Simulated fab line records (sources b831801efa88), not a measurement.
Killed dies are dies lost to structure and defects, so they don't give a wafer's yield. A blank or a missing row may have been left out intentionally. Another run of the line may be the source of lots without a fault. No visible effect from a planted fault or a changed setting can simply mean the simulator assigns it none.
fab line records	flow sky130
[record] lots = 6	wafers = 18	lastDay = 50
route steps=708 shown DNWELL@41 PWDE@45 PAD_OPEN@708
lots untouched by any fault: they come from a run of this same line in which no faults occurred
startH: the number of hours between the record's first day and the start of the first shown wafer of the lot	waitH: how many hours have passed since the lot's step before this one	" repeats the value in the row above	L1.1+2: a row that stands for several wafers	- no value, or no start given	* or withheld: withheld	< > ~ a bound
route shown NAME@n: a module of which the file shows steps, and the number in the route of the first	usual: mean/standard deviation taken from wafers without a fault	same: alike in all rows	chamber/n: place in a boat	sites: per-site readings	_std_site: standard deviation across them	_edge_site: mean of outer sites minus mean of inner sites	radiusMm: how far each site lies from the wafer's centre	mask NAME#n: copy n	behind: tool/chamber where the wafer was last shaped	hold: reason for holding the lot/hours on hold/outcome of the hold	device: which transistor (n, p or np) failed to switch	end of line: the route-end tests of the same wafers	a step with no rows: only its recipe	killed: not the wafer's yield, but the dies lost to structure and defects at the first sort	map: a wafer's dies, x killed, . not, _ none there
set.NAME: setting as actually run; set.NAME@STEP: the setting as run at that earlier step	model.NAME: the simulator's own value behind a step, which no gauge read
lots seen at some steps along the route; tables by step, rows by wafer
services: the hour from which a tool's chamber was out of use, counted from the record's first day as startH (under 0 if before that day), plus the number of hours and why
[[steps]]
[step SKY_DNWELL_DEVELOP_06]
[recipe] wallAngleDeg = 90	developer = TMAH	developTimeS = 60	devTempC = 23
[step SKY_DNWELL_IMPLANT_07]
[recipe] species = P	energyKev = withheld	doseCm2 = withheld	tiltDeg = withheld
[step SKY_DNWELL_STRIP_08]
[recipe] chemistry = O2/N2	powerW = 1400	pressureMtorr = 1500	platenTempC = withheld	o2FlowSccm = 3000	n2FlowSccm = 300	overashFraction = 0.5
[usual] drypumpMotorCurrentA = 6.2/0.43	o2FlowSccm = 3000/9.9	oesProductAu = 0.722/0.0048	stripTimeToEndpointS = 36.64/0.078
lot.wafer	tool	chamber	startH	waitH	drypumpMotorCurrentA	o2FlowSccm	oesProductAu	rfHoursCounterH	stripTimeToEndpointS
L642.2	plasmaAsher-02	0	61.62	0.1	6.0	3008	0.716	40	36.56
L642.3	"	1	"	"	5.4	3006	0.720	-	36.57
L642.6	"	0	"	"	6.0	2994	0.718	-	36.60
L644.1	plasmaAsher-01	0	69.25	0.1	6.7	3001	0.725	37	36.58
L644.2	"	1	"	"	6.4	2999	0.724	37	36.69
L644.3	"	0	"	"	6.7	3019	0.728	-	36.64
L652.4	plasmaAsher-01	0	111.45	0.1	6.7	3006	0.725	-	36.64
L652.5	"	1	"	"	6.4	3017	0.722	-	36.73
L652.6	"	0	"	"	6.7	2988	0.727	-	36.63
L654.2	plasmaAsher-03	1	122.69	0.1	6.4	3002	0.723	41	36.77
L654.5	"	1	"	"	6.4	2996	0.720	-	36.79
L654.6	"	0	"	"	5.7	2973	0.717	-	36.65
L663.1	plasmaAsher-01	1	171.09	0.1	6.4	3007	0.720	49	36.75
L663.3	"	0	"	"	6.7	3007	0.714	-	36.75
L663.5	"	1	"	"	6.4	2993	0.724	-	36.69
L664.1	plasmaAsher-01	0	176.10	0.1	6.7	3001	0.722	49	36.68
L664.2	"	1	"	"	6.4	3010	0.728	49	36.76
L664.3	"	0	"	"	6.7	2990	0.729	-	36.67
[step SKY_DNWELL_TW_MEAS_09]
[usual] DNWELL_TW = 1115/4.7
lot.wafer	tool	chamber	startH	waitH	DNWELL_TW
L642.2	filmMetro-01	-	61.73	0.1	1120
L642.3	"	-	"	"	1115
L642.6	"	-	"	"	1107
L644.1	filmMetro-02	-	69.35	0.1	1110
L644.2	"	-	"	"	1106
L644.3	"	-	"	"	1108
L652.4	filmMetro-03	-	111.55	0.1	1127
L652.5	"	-	"	"	1119
L652.6	"	-	"	"	1122
L654.2	filmMetro-02	-	122.80	0.1	1114
L654.5	"	-	"	"	1116
L654.6	"	-	"	"	1117
L663.1	filmMetro-02	-	171.19	0.1	1121
L663.3	"	-	"	"	1119
L663.5	"	-	"	"	1109
L664.1	filmMetro-01	-	176.20	0.1	1110
L664.2	"	-	"	"	1119
L664.3	"	-	"	"	1113
[step SKY_PWDE_DEHYDRATE_00]
[recipe] tempC = 200	timeS = 60
[step SKY_PWDE_HMDS_01]
[recipe] primeTimeS = 60	primeTempC = 120
[step SKY_PWDE_COAT_02]
[recipe] spinRpm = 2000	resistThkNm = 3000
[step SKY_PWDE_SOFTBAKE_03]
[recipe] tempC = 110	timeS = withheld
[step SKY_PWDE_EXPOSE_04]
[recipe] maskId = PWDEM	na = 0.6	sourceShape = conventional	sigmaOuter = 0.6	polarization = unpolarized	targetCdNm = 840	doseMj = 214
[step SKY_PWDE_PEB_05]
[recipe] tempC = 115	timeS = withheld
[step SKY_PWDE_DEVELOP_06]
[recipe] wallAngleDeg = 90	developer = TMAH	developTimeS = 60	devTempC = 23
[step SKY_PWDE_OVL_MEAS_07]
[usual] PWDE_OVL = -0.1/1.6
lot.wafer	tool	chamber	startH	waitH	PWDE_OVL[nm]
L642.2	overlay-01	-	77.71	-	0.3
L642.3	"	-	"	"	0.0
L642.6	"	-	"	"	-0.1
L644.1	overlay-02	-	85.70	-	-2.5
L644.2	"	-	"	"	0.4
L644.3	"	-	"	"	-1.3
L652.4	overlay-02	-	128.73	-	-1.3
L652.5	"	-	"	"	-1.4
L652.6	"	-	"	"	-2.3
L654.2	overlay-01	-	141.27	-	0.6
L654.5	"	-	"	"	-0.8
L654.6	"	-	"	"	-1.0
L663.1	overlay-02	-	192.55	-	1.0
L663.3	"	-	"	"	2.5
L663.5	"	-	"	"	2.5
L664.1	overlay-02	-	197.65	-	-1.7
L664.2	"	-	"	"	0.8
L664.3	"	-	"	"	0.1
[step SKY_PWDE_IMPLANT_08]
[recipe] species = B	energyKev = 150	doseCm2 = 3.6e+12	tiltDeg = withheld
[usual] beamEnergyKeV = 150.01/0.042
lot.wafer	tool	chamber	startH	waitH	beamEnergyKeV	model.implant.rpNm	model.implant.drpNm
L642.2	implanter-04	0	77.76	0.0	150.06	439.4	97.97
L642.3	"	0	"	"	149.97	439.4	97.97
L642.6	"	0	"	"	150.01	439.4	97.97
L644.1	implanter-01	0	85.74	0.0	149.99	454.8	97.97
L644.2	"	0	"	"	150.08	454.8	97.97
L644.3	"	0	"	"	150.00	454.8	97.97
L652.4	implanter-02	0	128.82	0.1	149.98	441.4	97.97
L652.5	"	0	"	"	150.04	441.4	97.97
L652.6	"	0	"	"	150.04	441.4	97.97
L654.2	implanter-01	0	141.32	0.0	150.03	445.4	97.97
L654.5	"	0	"	"	150.01	445.4	97.97
L654.6	"	0	"	"	150.01	445.4	97.97
L663.1	implanter-04	0	192.59	0.0	139.63	412.9	95.37
L663.3	"	0	"	"	139.64	412.9	95.37
L663.5	"	0	"	"	139.64	412.9	95.37
L664.1	implanter-04	0	197.69	0.0	139.61	419.5	95.37
L664.2	"	0	"	"	139.60	419.5	95.37
L664.3	"	0	"	"	139.58	419.5	95.37
[step SKY_PWDE_STRIP_09]
[recipe] chemistry = O2/N2	powerW = 1400	pressureMtorr = 1500	platenTempC = withheld	o2FlowSccm = 3000	n2FlowSccm = 300	overashFraction = 0.5
[usual] drypumpMotorCurrentA = 6.0/0.37	o2FlowSccm = 3001/10	oesProductAu = 0.723/0.0049	stripTimeToEndpointS = 36.92/0.11
lot.wafer	tool	chamber	startH	waitH	drypumpMotorCurrentA	o2FlowSccm	oesProductAu	rfHoursCounterH	stripTimeToEndpointS
L642.2	plasmaAsher-03	1	77.89	0.1	6.4	3014	0.725	37	37.05
L642.3	"	0	"	"	5.6	3005	0.722	-	36.94
L642.6	"	1	"	"	6.4	3003	0.720	-	37.02
L644.1	plasmaAsher-02	1	85.89	0.1	5.4	2993	0.727	43	36.94
L644.2	"	0	"	"	6.0	3036	0.723	43	36.97
L644.3	"	1	"	"	5.4	2994	0.720	-	36.90
L652.4	plasmaAsher-02	0	128.93	0.1	6.0	2987	0.726	-	36.82
L652.5	"	0	"	"	5.9	2989	0.724	-	36.80
L652.6	"	1	"	"	5.4	2995	0.734	-	36.84
L654.2	plasmaAsher-04	0	141.45	0.1	6.4	3001	0.721	33	36.98
L654.5	"	0	"	"	6.4	3009	0.723	-	36.87
L654.6	"	1	"	"	5.8	3018	0.725	-	36.89
L663.1	plasmaAsher-04	0	192.74	0.1	6.4	2993	0.731	39	36.82
L663.3	"	1	"	"	5.8	2996	0.725	-	36.82
L663.5	"	0	"	"	6.4	3005	0.713	-	36.71
L664.1	plasmaAsher-04	1	197.84	0.1	5.8	2993	0.724	40	37.09
L664.2	"	0	"	"	6.3	2993	0.732	40	37.03
L664.3	"	1	"	"	5.8	3006	0.727	-	37.02
[step SKY_PAD_OPEN_PROBE_99]
[usual] killed_at_M0_to_M3 = 44/6.8	killed_at_M4_up = 2.9/1.7	killedAtContacts = 24/5.2	killedAtFrontEnd = 15/4	killedAtOther = 0.2/0.44	killedDies = 86/9.9	killedOpen = 47/7.9	killedShort = 39/6.3
[same] grossDies = 492	killedAtBackSide = 0
lot.wafer	tool	chamber	startH	waitH	killed_at_M0_to_M3	killed_at_M4_up	killedAtContacts	killedAtFrontEnd	killedAtOther	killedDies	killedOpen	killedShort	model.etest.res_p_drift_20v.lineOhmUm	model.etest.res_p_drift_20v.rsOhmSq
L642.2	prober-02	-	1092.32	0.1	38	6	21	14	0	79	39	40	1.172e+04	1.001e+04
L642.3	prober-02	-	1092.37	0.2	38	1	19	13	0	71	39	31	1.123e+04	9602
L642.6	prober-02	-	1092.52	0.2	40	2	26	13	0	81	40	39	1.118e+04	9543
L644.1	prober-02	-	1105.18	0.1	37	2	32	17	0	88	41	47	1.024e+04	8481
L644.2	prober-02	-	1105.23	0.1	37	6	28	18	0	89	48	41	1.101e+04	9146
L644.3	prober-02	-	1105.28	0.2	41	4	16	22	0	83	47	35	1.018e+04	8345
L652.4	prober-02	-	1143.99	0.2	55	3	33	15	0	106	58	47	1.16e+04	9739
L652.5	prober-02	-	1144.04	0.2	45	4	35	18	0	102	57	45	1.208e+04	1.002e+04
L652.6	prober-02	-	1144.09	0.2	43	4	29	11	0	87	54	32	1.091e+04	9121
L654.2	prober-01	-	1155.51	0.1	50	1	15	13	0	79	44	35	1.048e+04	8662
L654.5	prober-01	-	1155.66	0.2	39	2	28	10	0	79	50	29	1.093e+04	9147
L654.6	prober-01	-	1155.71	0.2	32	4	27	12	1	76	38	37	1.063e+04	8994
L663.1	prober-01	-	1198.24	0.1	55	4	27	10	0	96	59	37	1.425e+04	1.182e+04
L663.3	prober-01	-	1198.34	0.2	37	3	24	17	0	81	47	34	1.356e+04	1.134e+04
L663.5	prober-01	-	1198.44	0.2	50	4	22	15	0	91	57	34	1.301e+04	1.096e+04
L664.1	prober-02	-	1202.69	0.1	50	5	27	18	1	101	59	42	1.419e+04	1.178e+04
L664.2	prober-02	-	1202.74	0.1	43	3	20	17	0	83	52	31	1.237e+04	1.02e+04
L664.3	prober-02	-	1202.79	0.2	43	2	26	17	0	88	56	32	1.211e+04	1.004e+04
// killed by level:class
L642.2 LI_CONTACT:geometricParticle:open=7 CONTACT:geometricParticle:short=6 CONTACT:geometricParticle:open=6 VIA2:geometricParticle:open=6 METAL1:geometricParticle:short=5 VIA1:geometricParticle:short=5 VIA1:geometricParticle:open=5 METAL2:geometricParticle:short=5
L642.3 VIA1:geometricParticle:open=11 CONTACT:geometricParticle:open=7 VIA3:geometricParticle:open=7 FIELD_ISO:geometricParticle:short=5 METAL1:geometricParticle:short=5 VIA2:geometricParticle:open=5 POLY_GATE:geometricParticle:short=4 LOCAL_INTERCONNECT:geometricParticle:short=4
L642.6 CONTACT:geometricParticle:open=10 VIA1:geometricParticle:open=8 VIA1:geometricParticle:short=8 LI_CONTACT:geometricParticle:open=7 VIA3:geometricParticle:open=6 VIA3:geometricParticle:short=6 POLY_GATE:geometricParticle:short=4 CONTACT:geometricParticle:short=4
L644.1 CONTACT:geometricParticle:open=13 VIA2:geometricParticle:open=6 LI_CONTACT:geometricParticle:short=6 LI_CONTACT:geometricParticle:open=6 METAL1:geometricParticle:short=6 METAL2:geometricParticle:short=6 FIELD_ISO:geometricParticle:short=5 POLY_GATE:geometricParticle:short=5
L644.2 VIA1:geometricParticle:open=13 CONTACT:geometricParticle:open=10 LI_CONTACT:geometricParticle:open=7 VIA2:geometricParticle:open=5 METAL4:geometricParticle:short=5 FIELD_ISO:geometricParticle:short=4 LI_CONTACT:geometricParticle:short=4 CONTACT:geometricParticle:short=4
L644.3 VIA2:geometricParticle:open=9 POLY_GATE:geometricParticle:open=9 CONTACT:geometricParticle:open=8 METAL1:geometricParticle:short=7 VIA1:geometricParticle:open=7 FIELD_ISO:geometricParticle:short=4 LI_CONTACT:geometricParticle:open=4 METAL3:geometricParticle:short=4
L652.4 CONTACT:geometricParticle:open=13 METAL1:geometricParticle:short=10 VIA2:geometricParticle:open=9 VIA3:geometricParticle:open=9 VIA1:geometricParticle:open=8 LI_CONTACT:geometricParticle:open=6 LOCAL_INTERCONNECT:geometricParticle:short=6 METAL2:geometricParticle:short=5
L652.5 CONTACT:geometricParticle:open=14 VIA3:geometricParticle:open=9 VIA2:geometricParticle:open=8 LOCAL_INTERCONNECT:geometricParticle:short=7 METAL2:geometricParticle:short=7 LI_CONTACT:geometricParticle:open=6 METAL1:geometricParticle:short=6 POLY_GATE:geometricParticle:short=5
L652.6 LI_CONTACT:geometricParticle:open=11 CONTACT:geometricParticle:open=9 VIA1:geometricParticle:open=9 VIA3:geometricParticle:open=8 VIA2:geometricParticle:open=7 POLY_GATE:geometricParticle:open=4 METAL1:geometricParticle:short=4 VIA1:geometricParticle:short=4
L654.2 METAL1:geometricParticle:short=12 VIA1:geometricParticle:open=11 CONTACT:geometricParticle:open=7 VIA3:geometricParticle:open=5 VIA2:geometricParticle:open=5 LI_CONTACT:geometricParticle:open=5 VIA3:geometricParticle:short=5 VIA1:geometricParticle:short=4
L654.5 CONTACT:geometricParticle:open=12 VIA1:geometricParticle:open=10 LI_CONTACT:geometricParticle:open=8 METAL1:geometricParticle:short=8 VIA2:geometricParticle:open=7 CONTACT:geometricParticle:short=6 VIA3:geometricParticle:open=4 VIA1:geometricParticle:short=3
L654.6 CONTACT:geometricParticle:open=12 CONTACT:geometricParticle:short=7 VIA1:geometricParticle:open=6 FIELD_ISO:geometricParticle:short=5 METAL1:geometricParticle:short=5 VIA3:geometricParticle:open=5 FIELD_ISO:geometricParticle:open=4 LI_CONTACT:geometricParticle:open=3
L663.1 VIA1:geometricParticle:open=15 VIA3:geometricParticle:open=10 LI_CONTACT:geometricParticle:open=9 VIA2:geometricParticle:open=8 CONTACT:geometricParticle:open=6 CONTACT:geometricParticle:short=6 METAL1:geometricParticle:short=6 FIELD_ISO:geometricParticle:open=5
L663.3 VIA2:geometricParticle:open=10 LI_CONTACT:geometricParticle:open=8 POLY_GATE:geometricParticle:open=6 VIA1:geometricParticle:open=6 FIELD_ISO:geometricParticle:short=5 CONTACT:geometricParticle:open=5 CONTACT:geometricParticle:short=5 VIA3:geometricParticle:open=5
L663.5 VIA1:geometricParticle:open=14 CONTACT:geometricParticle:open=10 POLY_GATE:geometricParticle:open=8 VIA3:geometricParticle:open=7 LI_CONTACT:geometricParticle:open=6 VIA1:geometricParticle:short=6 VIA2:geometricParticle:open=6 METAL2:geometricParticle:short=4
L664.1 VIA1:geometricParticle:open=14 CONTACT:geometricParticle:open=11 LI_CONTACT:geometricParticle:open=8 FIELD_ISO:geometricParticle:open=6 VIA3:geometricParticle:open=6 VIA3:geometricParticle:short=5 VIA1:geometricParticle:short=5 VIA2:geometricParticle:open=5
L664.2 VIA1:geometricParticle:open=11 CONTACT:geometricParticle:open=7 VIA1:geometricParticle:short=7 METAL1:geometricParticle:open=6 VIA2:geometricParticle:open=6 FIELD_ISO:geometricParticle:open=4 LI_CONTACT:geometricParticle:open=4 CONTACT:geometricParticle:short=4
L664.3 VIA1:geometricParticle:open=11 CONTACT:geometricParticle:open=9 VIA3:geometricParticle:open=8 POLY_GATE:geometricParticle:open=7 LOCAL_INTERCONNECT:geometricParticle:short=7 LI_CONTACT:geometricParticle:open=5 METAL1:geometricParticle:short=5 VIA2:geometricParticle:open=4
[[services]]
tool	chamber	startH	hours	kind
plasmaAsher-01	-	47.73	11.3	repair
implanter-04	-	51.85	3.1	pm
plasmaAsher-03	-	64.17	4.1	repair
implanter-02	-	68.58	1.7	repair
implanter-02	-	84.18	3.6	pm
plasmaAsher-02	-	108.75	9.0	pm
plasmaAsher-02	0	108.75	9.0	ventCycle
plasmaAsher-02	1	108.75	9.0	ventCycle
implanter-04	-	109.65	1.2	repair
plasmaAsher-02	0	117.75	-	clean
plasmaAsher-02	1	117.75	-	clean
plasmaAsher-02	-	137.60	43.3	pm
implanter-04	-	144.23	2.4	repair
implanter-02	-	144.27	5.5	repair
plasmaAsher-04	-	151.43	0.7	repair
implanter-01	-	174.64	0.7	repair
[[key]]
[firstSign] step = SKY_PWDE_IMPLANT_08	reading = beamEnergyKeV	direction = down	sigmas = 99+	usual = *	struck = *
effect none on later readings
[modelEffect] step = SKY_PWDE_IMPLANT_08	value = implant.rpNm	without = 440.2	struck = 416.2
[modelEffect] step = SKY_PAD_OPEN_PROBE_99	value = etest.res_p_drift_20v.lineOhmUm	without = 1.12e+04	struck = 1.325e+04
metAt SKY_PWDE_IMPLANT_08
struckWafers L663.1,L663.3,L663.5,L664.1,L664.2,L664.3
testerLeftOut L663,L664
onsetBetween 77.76 192.59
[fault] kind = processParameterDrift	tool = implanter-04	chamber = -	onsetH = 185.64	steps = SKY_PWDE_IMPLANT_08	channel = energyKev	offset = *	shape = step	endH = 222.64	actsIn = *	stated = *
// testerLeftOut: of these lots the tester's yield and bins aren't shown, on N5 and GAA mostly nor the transistor test; their killed dies are dies lost to structure and defects alone, not to doping, threshold or leakage, so they don't give the yield
